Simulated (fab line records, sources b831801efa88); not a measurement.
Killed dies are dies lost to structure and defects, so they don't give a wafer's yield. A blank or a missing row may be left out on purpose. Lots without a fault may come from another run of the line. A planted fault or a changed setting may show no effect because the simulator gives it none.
Chamber matching | flow sky130 | SKY_VIA4_CMP_02 on cmp-01: 4 sister chambers
The step polishes SiO2. 4 wafers are shown with their chamber, then 12 later ones without.

WAFERS WITH THEIR CHAMBER
wafer  | chamber | motor_current_A (A)
L087.1 | 1       | 11.1
L087.3 | 0       | 12.8
L088.5 | 2       | 9.0
L088.6 | 3       | 12.6

WAFERS WITHOUT THEIR CHAMBER
wafer  | motor_current_A (A)
L090.1 | 9.4
L090.4 | 12.4
L090.6 | 8.8
L092.2 | 9.5
L092.3 | 11.2
L092.4 | 12.7
L095.2 | 11.6
L095.3 | 12.4
L095.6 | 11.8
L097.4 | 12.6
L097.5 | 12.7
L097.6 | 12.3

WHICH CHAMBER EACH WENT THROUGH
wafer  | from the rows above          | in truth
L090.1 | 2                            | 2
L090.4 | can't be placed: 3 or 0      | 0
L090.6 | 2                            | 2
L092.2 | 2                            | 2
L092.3 | 1                            | 1
L092.4 | can't be placed: 3 or 0      | 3
L095.2 | can't be placed: 1 or 3      | 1
L095.3 | can't be placed: 3 or 0      | 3
L095.6 | can't be placed: 1 or 3 or 0 | 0
L097.4 | can't be placed: 3 or 0      | 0
L097.5 | can't be placed: 3 or 0      | 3
L097.6 | can't be placed: 3 or 0      | 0
Placed correctly: 4 of 12. Can't be placed from these rows: 8 (the true chamber is among the candidates in 8). Placed wrongly: 0.
How it was worked out, from the rows above alone: a wafer's distance from a chamber is the root of the sum, over the readings, of the square of ((its reading less the chamber's mean) divided by the reading's scatter). The wafer belongs to the nearest chamber; if the next one is less than 2 further off, it can't be placed. A chamber's mean is the mean of its shown wafers. The scatter: with one shown wafer a chamber, the root of the mean of the squares of how far each hidden wafer lies from its nearest shown one.
